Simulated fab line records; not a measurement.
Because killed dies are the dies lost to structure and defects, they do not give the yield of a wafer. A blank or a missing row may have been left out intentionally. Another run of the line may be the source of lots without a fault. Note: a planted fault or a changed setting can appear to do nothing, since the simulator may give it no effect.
Matching of chambers :: flow sky130 :: SKY_VIA2_CMP_02 on cmp-02 has 4 sister chambers
The step polishes SiO2. 8 wafers are shown with their chamber, then 11 later ones without.

== WAFERS WITH THEIR CHAMBER ==
wafer: L079.2
chamber: 3
motor_current_A (A): 10.6
edge_zone_pressure_frac: 0.995

wafer: L083.2
chamber: 1
motor_current_A (A): 12.3
edge_zone_pressure_frac: 1.006

wafer: L089.2
chamber: 1
motor_current_A (A): 12.5
edge_zone_pressure_frac: 1.005

wafer: L089.4
chamber: 2
motor_current_A (A): 11.7
edge_zone_pressure_frac: 0.989

wafer: L088.1
chamber: 2
motor_current_A (A): 11.0
edge_zone_pressure_frac: 0.996

wafer: L088.2
chamber: 3
motor_current_A (A): 10.2
edge_zone_pressure_frac: 0.996

wafer: L088.4
chamber: 0
motor_current_A (A): 14.4
edge_zone_pressure_frac: 1.001

wafer: L087.1
chamber: 0
motor_current_A (A): 13.7
edge_zone_pressure_frac: 0.997

== WAFERS WITH NO CHAMBER GIVEN ==
wafer: L087.3
motor_current_A (A): 12.6
edge_zone_pressure_frac: 0.995

wafer: L087.6
motor_current_A (A): 12.0
edge_zone_pressure_frac: 0.999

wafer: L090.3
motor_current_A (A): 11.8
edge_zone_pressure_frac: 0.996

wafer: L090.5
motor_current_A (A): 11.0
edge_zone_pressure_frac: 0.983

wafer: L090.6
motor_current_A (A): 13.9
edge_zone_pressure_frac: 1.000

wafer: L092.1
motor_current_A (A): 13.6
edge_zone_pressure_frac: 1.000

wafer: L092.2
motor_current_A (A): 12.8
edge_zone_pressure_frac: 0.998

wafer: L092.5
motor_current_A (A): 10.5
edge_zone_pressure_frac: 1.001

wafer: L091.1
motor_current_A (A): 10.9
edge_zone_pressure_frac: 0.999

wafer: L091.4
motor_current_A (A): 13.3
edge_zone_pressure_frac: 1.003

wafer: L091.6
motor_current_A (A): 10.8
edge_zone_pressure_frac: 0.996

== WHICH CHAMBER EACH WENT THROUGH ==
wafer: L087.3
from the rows above: can't be placed: 2 or 1 or 0
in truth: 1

wafer: L087.6
from the rows above: can't be placed: 1 or 2 or 3
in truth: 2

wafer: L090.3
from the rows above: can't be placed: 2 or 1 or 3
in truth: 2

wafer: L090.5
from the rows above: can't be placed: 2 or 3
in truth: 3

wafer: L090.6
from the rows above: 0
in truth: 0

wafer: L092.1
from the rows above: 0
in truth: 0

wafer: L092.2
from the rows above: can't be placed: 1 or 0 or 2
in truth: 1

wafer: L092.5
from the rows above: can't be placed: 3 or 2
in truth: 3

wafer: L091.1
from the rows above: can't be placed: 3 or 2
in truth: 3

wafer: L091.4
from the rows above: can't be placed: 0 or 1
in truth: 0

wafer: L091.6
from the rows above: can't be placed: 3 or 2
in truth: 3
2 of 11 placed correctly. Unplaceable from these rows: 9, with the true chamber sitting among the candidates in 9. Placed wrongly: 0.
How it was worked out, from the rows above alone: a wafer's distance from a chamber is the root of the sum, over the readings, of the square of ((its reading less the chamber's mean) divided by the reading's scatter). The wafer belongs to the nearest chamber; if the next one is less than 2 further off, it can't be placed. For every chamber, the mean is computed from those of its wafers that are shown. The scatter: the root of (the sum of the squares of (reading less its chamber's mean) over the shown wafers, divided by (wafers less chambers)).
